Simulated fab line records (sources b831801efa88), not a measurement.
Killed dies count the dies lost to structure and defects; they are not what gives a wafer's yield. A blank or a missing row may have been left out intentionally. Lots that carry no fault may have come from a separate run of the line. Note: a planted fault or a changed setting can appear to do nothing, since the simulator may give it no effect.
Which tool was responsible?    flow gf180mcu    Sampling: 10 lots, 30 wafers, 6 of 602 route steps

## WHAT EACH GAUGE READ, for each wafer
GF_V2_OVL_MEAS_15.
lot   measured      on          V2_OVL (nm)
L292  day 20 15:40  overlay-02  -2 -4 -3
L294  day 21 10:28  overlay-02  15 4 6
L299  day 23 07:54  overlay-02  0 -5 -2
L300  day 23 19:53  overlay-02  -2 -10 -4
L304  day 25 02:48  overlay-02  -1 -3 2
L308  day 26 05:34  overlay-02  -1 4 -1
L309  day 26 13:34  overlay-01  0 -3 -1
L311  day 27 06:34  overlay-02  5 8 6
L312  day 27 10:37  overlay-01  1 -1 10
L314  day 28 00:20  overlay-02  3 -6 6

GF_M3_RS_MEAS_05: measurement is done with a four-point probe.
lot   measured      on             M3_ALCU_RS (ohm/sq)
L292  day 20 17:17  film_metro-03  0.0701 0.0689 0.0698
L294  day 21 12:07  film_metro-02  0.0719 0.0706 0.0712
L299  day 23 09:31  film_metro-02  0.0942 0.0940 0.0946
L300  day 23 21:52  film_metro-03  0.0935 0.0947 0.0960
L304  day 25 04:44  film_metro-03  0.0686 0.0692 0.0691
L308  day 26 07:12  film_metro-02  0.0697 0.0703 0.0695
L309  day 26 15:13  film_metro-01  0.0683 0.0685 0.0679
L311  day 27 08:15  film_metro-03  0.0696 0.0684 0.0690
L312  day 27 12:14  film_metro-01  0.0684 0.0700 0.0694
L314  day 28 01:58  film_metro-02  0.0690 0.0698 0.0697

GF_M3_THK_MEAS_06: measures by xrf.
lot   measured      on             M3_ALCU_THK (nm)
L292  day 20 17:23  film_metro-03  460 467 462
L294  day 21 12:14  film_metro-02  446 453 447
L299  day 23 09:38  film_metro-02  346 344 344
L300  day 23 21:58  film_metro-03  347 346 340
L304  day 25 04:51  film_metro-03  471 467 466
L308  day 26 07:19  film_metro-02  462 459 464
L309  day 26 15:19  film_metro-01  462 466 468
L311  day 27 08:20  film_metro-03  462 470 469
L312  day 27 12:21  film_metro-01  467 454 459
L314  day 28 02:04  film_metro-02  466 462 464

## WHAT TOOL EACH LOT RAN ON (gives the tool, then ch and the chambers of the sampled wafers, and finally the start)
lot   GF_M2_METAL_ETCH_16                GF_V2_CVD_02                     GF_M3_SPUTTER_02
L292  rie_metal-04 ch 0,1, day 19 14:12  pecvd-03 ch 0,1, day 19 15:03    pvd_sputter-03, day 20 17:10
L294  rie_metal-01 ch 0,1, day 20 08:17  pecvd-02 ch 0,1, day 20 09:04    pvd_sputter-01, day 21 12:01
L299  rie_metal-02 ch 0,1, day 22 07:41  pecvd-03 ch 0,1,2, day 22 08:28  pvd_sputter-01, day 23 09:26
L300  rie_metal-04 ch 0, day 22 19:10    pecvd-03 ch 0,1,2, day 22 19:58  pvd_sputter-01, day 23 21:44
L304  rie_metal-04 ch 0, day 24 03:20    pecvd-02 ch 0,1, day 24 04:09    pvd_sputter-02, day 25 04:38
L308  rie_metal-02 ch 0,1, day 25 06:23  pecvd-03 ch 1,2, day 25 07:34    pvd_sputter-01, day 26 07:05
L309  rie_metal-02 ch 0,1, day 25 14:29  pecvd-01 ch 0,1, day 25 15:24    pvd_sputter-01, day 26 15:06
L311  rie_metal-01 ch 0,1, day 26 08:44  pecvd-02 ch 0,1,2, day 26 09:31  pvd_sputter-01, day 27 08:06
L312  rie_metal-04 ch 0,1, day 26 12:18  pecvd-02 ch 0,1, day 26 13:08    pvd_sputter-01, day 27 12:08
L314  rie_metal-01 ch 0,1, day 27 02:50  pecvd-02 ch 1,2, day 27 03:36    pvd_sputter-01, day 28 01:50
- GF_M2_METAL_ETCH_16: etches the open film in Cl2/BCl3, stops on SiO2, target depth 627.5 nm, time 104.6 s.
- GF_V2_CVD_02: deposits SiO2 from TEOS, target thk 850 nm, time 94.851 s.
- GF_M3_SPUTTER_02: material AlCu, target thk 450 nm, time 23.9 s.

## WHAT THE TOOLS THEMSELVES READ (means of the sampled wafers that have a number; where no wafer has one, the mark that the record gives instead)
GF_M2_METAL_ETCH_16.
lot   tool          drypump_motor_current_A (A)  mfc_cl2_sccm (sccm)  oes_product_au (a.u.)  throttle_valve_pct (%)
L292  rie_metal-04  5.9                          79.81                0.973                  28.256
L294  rie_metal-01  5.2                          80.16                0.966                  28.255
L299  rie_metal-02  5.6                          79.94                0.967                  28.252
L300  rie_metal-04  5.5                          79.83                0.972                  28.244
L304  rie_metal-04  5.5                          80.07                0.976                  28.240
L308  rie_metal-02  5.6                          80.02                0.966                  28.262
L309  rie_metal-02  5.8                          79.83                0.974                  28.252
L311  rie_metal-01  5.4                          80.06                0.970                  28.250
L312  rie_metal-04  5.7                          80.26                0.979                  28.250
L314  rie_metal-01  5.4                          80.16                0.975                  28.243

GF_V2_CVD_02.
lot   tool      heater_power_w (W)
L292  pecvd-03  639
L294  pecvd-02  682
L299  pecvd-03  657
L300  pecvd-03  633
L304  pecvd-02  665
L308  pecvd-03  702
L309  pecvd-01  574
L311  pecvd-02  677
L312  pecvd-02  667
L314  pecvd-02  660

GF_M3_SPUTTER_02.
lot   tool            chamber_pressure_pa (Pa)  throttle_valve_pct (%)
L292  pvd_sputter-03  0.3998                    29.2
L294  pvd_sputter-01  0.3992                    30.4
L299  pvd_sputter-01  0.4008                    29.7
L300  pvd_sputter-01  0.4008                    30.4
L304  pvd_sputter-02  0.3997                    30.8
L308  pvd_sputter-01  0.4007                    30.4
L309  pvd_sputter-01  0.4001                    30.3
L311  pvd_sputter-01  0.3991                    30.8
L312  pvd_sputter-01  0.4004                    30.4
L314  pvd_sputter-01  0.4001                    30.3

## THE ANSWER, worked out from the rows above alone
Rule: the usual values come from the lots themselves. The widest of any qualifying gaps counts: lots, ordered by their means at a reading, are off when they make up no more than a third of the lots, leave a main group of 4 or more, and stand apart from it by 3 or more times the standard deviation of that group's means. Not used: any main group whose means are identical at the precision the tables above print for the reading. Also off: a lot with no number at a reading for which 4 or more lots have one. Any other lot the step has rows for is counted as sound. After the gauges, taken in route order, come the tools' own readings; for these a lot's mean is taken, as printed above. The first step at which some lot is off is used, and at that step the reading that is off furthest; a lot without a number counts as furthest.
Off: L299, L300, at GF_M3_RS_MEAS_05 (M3_ALCU_RS). Mean 0.0695 ohm/sq and standard deviation 0.00081 in the main group.
If a tool, at a process step before that reading, ran all the lots that are off and no sound lot after the first of them, it fits. Those tools and the gauges at GF_M3_RS_MEAS_05 are tried in the same way. Not one of the candidates tried fits.

## WHAT THE SIMULATOR HAD PUT IN
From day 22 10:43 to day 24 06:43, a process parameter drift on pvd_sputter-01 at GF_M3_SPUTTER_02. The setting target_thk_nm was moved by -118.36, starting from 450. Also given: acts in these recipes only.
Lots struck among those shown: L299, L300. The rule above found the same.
